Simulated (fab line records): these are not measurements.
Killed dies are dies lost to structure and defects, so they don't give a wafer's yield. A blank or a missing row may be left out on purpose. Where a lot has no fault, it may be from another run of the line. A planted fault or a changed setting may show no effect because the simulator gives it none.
The tool behind it: which one?	flow sky130	72 wafers from 24 lots sampled at 6 of the route's 708 steps

== WHAT EACH GAUGE READ, for each wafer ==
SKY_GATE_OXIDE_OVL_MEAS_10.
lot	measured	on	GATE_OXIDE_OVL (nm)
L074	day 13 23:19	overlay-02	-0.6 0.2 0.1
L075	day 14 08:19	overlay-01	0.1 1.0 1.5
L076	day 14 08:37	overlay-01	-0.3 -1.2 -0.6
L077	day 14 17:02	overlay-01	0.9 0.3 -0.2
L078	day 15 05:50	overlay-02	-2.1 -1.0 -0.8
L079	day 15 07:11	overlay-02	-0.9 -1.1 0.0
L080	day 15 18:23	overlay-02	0.4 0.1 -0.1
L081	day 16 06:59	overlay-01	0.5 -0.4 0.0
L082	day 16 17:53	overlay-02	-0.8 -0.2 -0.3
L083	day 17 08:00	overlay-01	-0.2 -0.9 0.1
L084	day 18 03:35	overlay-01	-0.4 0.1 -0.7
L085	day 18 03:53	overlay-02	-0.8 -0.3 -1.5
L086	day 18 13:59	overlay-01	-0.4 1.0 1.2
L087	day 18 23:40	overlay-01	-0.4 -0.6 -0.2
L088	day 18 23:47	overlay-01	1.3 1.6 2.5
L089	day 19 18:26	overlay-02	-0.2 -1.6 -1.0
L091	day 20 07:26	overlay-01	-1.6 -1.4 0.6
L090	day 20 07:44	overlay-02	-0.4 0.7 0.5
L094	day 20 22:47	overlay-01	0.6 0.1 -0.8
L092	day 20 23:08	overlay-02	0.6 0.1 0.7
L093	day 20 23:26	overlay-02	-0.2 -0.1 1.7
L095	day 21 12:22	overlay-01	-0.6 -0.5 -0.5
L096	day 21 21:14	overlay-02	-0.7 -1.1 -1.6
L097	day 21 21:32	overlay-01	-0.8 -1.0 0.3

SKY_LI_CONTACT_CD_MEAS_12 targets a cd of 170 nm.
lot	measured	on	cd_nm (nm)
L074	day 29 05:00	cd_sem-01	169.9 168.2 168.3
L075	day 29 18:15	cd_sem-02	169.8 170.5 169.8
L076	day 29 16:26	cd_sem-01	168.6 169.8 168.4
L077	day 30 04:11	cd_sem-01	170.0 171.0 170.1
L078	day 30 15:29	cd_sem-01	169.9 169.2 167.7
L079	day 30 16:37	cd_sem-02	167.1 167.5 167.3
L080	day 31 03:25	cd_sem-01	170.3 170.9 172.3
L081	day 32 06:23	cd_sem-01	168.7 169.6 168.9
L082	day 32 08:17	cd_sem-01	168.2 168.4 169.4
L083	day 32 17:43	cd_sem-01	170.1 171.5 169.9
L084	day 33 07:54	cd_sem-01	168.8 167.5 170.2
L085	day 33 10:08	cd_sem-02	169.8 170.5 169.0
L086	day 33 18:47	cd_sem-02	169.3 171.7 171.5
L087	day 34 07:20	cd_sem-02	170.2 170.7 169.3
L088	day 34 06:50	cd_sem-01	168.7 168.6 168.6
L089	day 34 15:01	cd_sem-02	171.8 170.2 173.6
L091	day 35 07:14	cd_sem-01	170.7 171.0 170.0
L090	day 35 08:11	cd_sem-02	171.3 170.1 169.6
L094	day 35 19:58	cd_sem-02	169.9 170.8 168.6
L092	day 35 19:39	cd_sem-01	168.7 169.0 170.8
L093	day 35 14:52	cd_sem-02	169.5 168.0 169.3
L095	day 36 02:01	cd_sem-02	168.7 169.4 169.5
L096	day 36 12:18	cd_sem-01	168.6 169.7 169.3
L097	day 36 13:14	cd_sem-02	170.1 171.3 171.2

SKY_LOCAL_INTERCONNECT_OVL_MEAS_12.
lot	measured	on	LOCAL_INTERCONNECT_OVL (nm)
L074	day 30 10:07	overlay-02	11 4 8
L075	day 30 23:16	overlay-01	7 0 2
L076	day 30 22:08	overlay-01	4 -2 -5
L077	day 31 09:13	overlay-01	-2 -1 -2
L078	day 31 20:52	overlay-01	1 -5 0
L079	day 31 21:57	overlay-02	3 -7 -11
L080	day 32 08:39	overlay-02	4 5 7
L081	day 33 10:41	overlay-02	-8 -9 -7
L082	day 33 12:07	overlay-01	7 4 -4
L083	day 33 21:54	overlay-01	-1 -2 6
L084	day 34 12:04	overlay-02	-10 -5 -6
L085	day 34 14:47	overlay-02	-4 -5 -4
L086	day 34 22:10	overlay-02	-2 -2 -4
L087	day 35 11:28	overlay-02	-7 -10 -7
L088	day 35 10:50	overlay-02	-9 -4 -8
L089	day 35 18:51	overlay-01	2 -2 1
L091	day 36 10:48	overlay-01	-2 -5 -8
L090	day 36 11:47	overlay-02	-9 -6 -1
L094	day 36 23:33	overlay-02	-12 -9 -9
L092	day 36 23:13	overlay-01	-6 -8 -5
L093	day 36 17:13	overlay-01	1 -4 9
L095	day 37 05:34	overlay-01	-4 -9 -11
L096	day 37 16:07	overlay-02	-5 -7 -7
L097	day 37 16:46	overlay-02	5 5 7

SKY_VIA2_THK_MEAS_23: measures by xrf.
lot	measured	on	VIA2_W_THK (nm)
L074	day 36 06:30	film_metro-04	392 395 398
L075	day 36 21:16	film_metro-03	396 394 397
L076	day 36 18:39	film_metro-01	375 373 377
L077	day 37 05:22	film_metro-04	403 395 396
L078	day 37 16:47	film_metro-04	399 402 399
L079	day 37 18:16	film_metro-01	394 388 394
L080	day 38 05:00	film_metro-03	383 382 389
L081	day 39 05:39	film_metro-04	398 398 396
L082	day 39 07:26	film_metro-01	388 398 392
L083	day 39 13:52	film_metro-03	393 393 383
L084	day 40 04:49	film_metro-01	396 393 390
L085	day 40 07:19	film_metro-01	390 385 388
L086	day 40 13:40	film_metro-03	385 386 385
L087	day 41 02:55	film_metro-03	387 388 379
L088	day 41 02:28	film_metro-01	392 386 391
L089	day 41 09:43	film_metro-04	397 398 397
L091	day 41 21:26	film_metro-03	386 387 382
L090	day 41 22:27	film_metro-01	389 387 392
L094	day 42 11:46	film_metro-01	393 386 394
L092	day 42 10:56	film_metro-04	391 389 389
L093	day 42 07:09	film_metro-01	384 389 389
L095	day 42 17:55	film_metro-03	387 382 378
L096	day 43 01:03	film_metro-01	395 398 388
L097	day 43 02:50	film_metro-03	394 391 388

== EACH LOT AND THE TOOL THAT RAN IT (in order: tool; ch and the chambers of the sampled wafers; start) ==
lot	SKY_SD_N_STRIP_11	SKY_LI_CONTACT_CVD_21
L074	plasma_asher-03 ch 0,1, day 27 23:26	cvd_w-01 ch 0,1, day 29 05:41
L075	plasma_asher-04 ch 0,1, day 28 12:55	cvd_w-02 ch 0,1, day 29 18:57
L076	plasma_asher-04 ch 0,1, day 28 11:02	cvd_w-01 ch 0,1, day 29 17:07
L077	plasma_asher-04 ch 0,1, day 28 22:01	cvd_w-01 ch 0,1, day 30 04:52
L078	plasma_asher-04 ch 0,1, day 29 10:38	cvd_w-01 ch 0,1, day 30 16:10
L079	plasma_asher-03 ch 0,1, day 29 10:46	cvd_w-02 ch 0,1, day 30 17:19
L080	plasma_asher-03 ch 0,1, day 29 23:09	cvd_w-02 ch 0,1, day 31 04:07
L081	plasma_asher-01 ch 0,1, day 31 01:11	cvd_w-02 ch 0,1, day 32 07:06
L082	plasma_asher-01 ch 0,1, day 31 03:31	cvd_w-02 ch 0, day 32 08:59
L083	plasma_asher-01 ch 0,1, day 31 13:30	cvd_w-01 ch 0,1, day 32 18:26
L084	plasma_asher-04 ch 0,1, day 32 04:01	cvd_w-02 ch 0,1, day 33 08:37
L085	plasma_asher-04 ch 0,1, day 32 05:56	cvd_w-02 ch 0,1, day 33 10:52
L086	plasma_asher-03 ch 0,1, day 32 15:01	cvd_w-02 ch 0,1, day 33 19:28
L087	plasma_asher-01 ch 0,1, day 33 03:55	cvd_w-02 ch 0,1, day 34 08:02
L088	plasma_asher-01 ch 0,1, day 33 03:26	cvd_w-01 ch 0,1, day 34 07:33
L089	plasma_asher-04 ch 0,1, day 33 11:19	cvd_w-02 ch 0,1, day 34 15:43
L091	plasma_asher-03 ch 0,1, day 34 04:01	cvd_w-01 ch 0,1, day 35 07:58
L090	plasma_asher-04 ch 0,1, day 34 05:00	cvd_w-02 ch 1, day 35 08:55
L094	plasma_asher-01 ch 0,1, day 34 16:05	cvd_w-02 ch 0,1, day 35 20:40
L092	plasma_asher-04 ch 0,1, day 34 16:05	cvd_w-01 ch 0,1, day 35 20:22
L093	plasma_asher-04 ch 1, day 34 11:51	cvd_w-01 ch 1, day 35 15:35
L095	plasma_asher-01 ch 0,1, day 34 22:55	cvd_w-01 ch 0,1, day 36 02:44
L096	plasma_asher-04 ch 0,1, day 35 09:19	cvd_w-02 ch 0,1, day 36 12:59
L097	plasma_asher-01 ch 0,1, day 35 10:09	cvd_w-01 ch 0,1, day 36 13:58
- SKY_SD_N_STRIP_11: strips in O2/N2.
- SKY_LI_CONTACT_CVD_21: deposits W, target thk 400 nm, time 120.56 s.

== AS READ BY THE TOOLS THEMSELVES (means over the sampled wafers that have a number; for cases with no such wafer, the mark the record gives instead) ==
SKY_SD_N_STRIP_11.
lot	tool	chamber_pressure_mTorr (mTorr)	drypump_motor_current_A (A)	oes_product_au (a.u.)	strip_time_to_endpoint_s (s)
L074	plasma_asher-03	1499.1	5.8	0.527	22.43
L075	plasma_asher-04	1500.1	5.3	0.530	22.40
L076	plasma_asher-04	1499.2	5.6	0.531	22.44
L077	plasma_asher-04	1500.0	5.6	0.527	22.42
L078	plasma_asher-04	1499.9	5.3	0.524	22.43
L079	plasma_asher-03	1500.6	5.8	0.524	22.45
L080	plasma_asher-03	1500.6	5.8	0.529	22.37
L081	plasma_asher-01	1500.4	5.9	0.529	22.40
L082	plasma_asher-01	1501.0	5.9	0.529	22.40
L083	plasma_asher-01	1499.2	5.9	0.534	22.52
L084	plasma_asher-04	1500.1	5.6	0.526	22.44
L085	plasma_asher-04	1498.6	5.3	0.531	22.43
L086	plasma_asher-03	1499.4	5.7	0.532	22.45
L087	plasma_asher-01	1500.3	5.9	0.529	22.40
L088	plasma_asher-01	1500.7	5.5	0.528	22.44
L089	plasma_asher-04	1500.4	5.3	0.526	22.48
L091	plasma_asher-03	1499.4	5.7	0.528	22.43
L090	plasma_asher-04	1499.9	5.3	0.528	22.43
L094	plasma_asher-01	1501.7	5.5	0.529	22.50
L092	plasma_asher-04	1499.9	5.6	0.527	22.42
L093	plasma_asher-04	1499.5	5.0	0.526	22.46
L095	plasma_asher-01	1501.5	5.9	0.529	22.37
L096	plasma_asher-04	1499.9	5.3	0.522	22.39
L097	plasma_asher-01	1500.8	5.5	0.532	22.45

SKY_LI_CONTACT_CVD_21.
lot	tool	heater_power_w (W)
L074	cvd_w-01	935
L075	cvd_w-02	841
L076	cvd_w-01	907
L077	cvd_w-01	906
L078	cvd_w-01	944
L079	cvd_w-02	834
L080	cvd_w-02	824
L081	cvd_w-02	827
L082	cvd_w-02	829
L083	cvd_w-01	950
L084	cvd_w-02	831
L085	cvd_w-02	839
L086	cvd_w-02	835
L087	cvd_w-02	833
L088	cvd_w-01	939
L089	cvd_w-02	840
L091	cvd_w-01	928
L090	cvd_w-02	829
L094	cvd_w-02	837
L092	cvd_w-01	927
L093	cvd_w-01	902
L095	cvd_w-01	925
L096	cvd_w-02	822
L097	cvd_w-01	936

== THE ANSWER, worked out from the rows above alone ==
Rule: the lots themselves supply what counts as usual. Put in order of their means at a reading, lots are off if they are a third of the lots or fewer, leave a main group of 4 or more, and stand apart from it by a gap of 3 or more times the standard deviation of the main group's means; of several such gaps the widest counts. If all means in a main group match to the digits the tables above print for the reading, that group is not used. Also off: a lot with no number at a reading for which 4 or more lots have one. The other lots that the step has rows for count as sound. The gauges are gone through in route order, then the tools' own readings, and for those a lot's mean is taken as printed above. At the first step where some lot is off, the reading lying furthest off is the one used; lots without a number count as furthest.
Nothing can be told from this: no lot is off at any reading shown.

== WHAT THE SIMULATOR PUT IN ==
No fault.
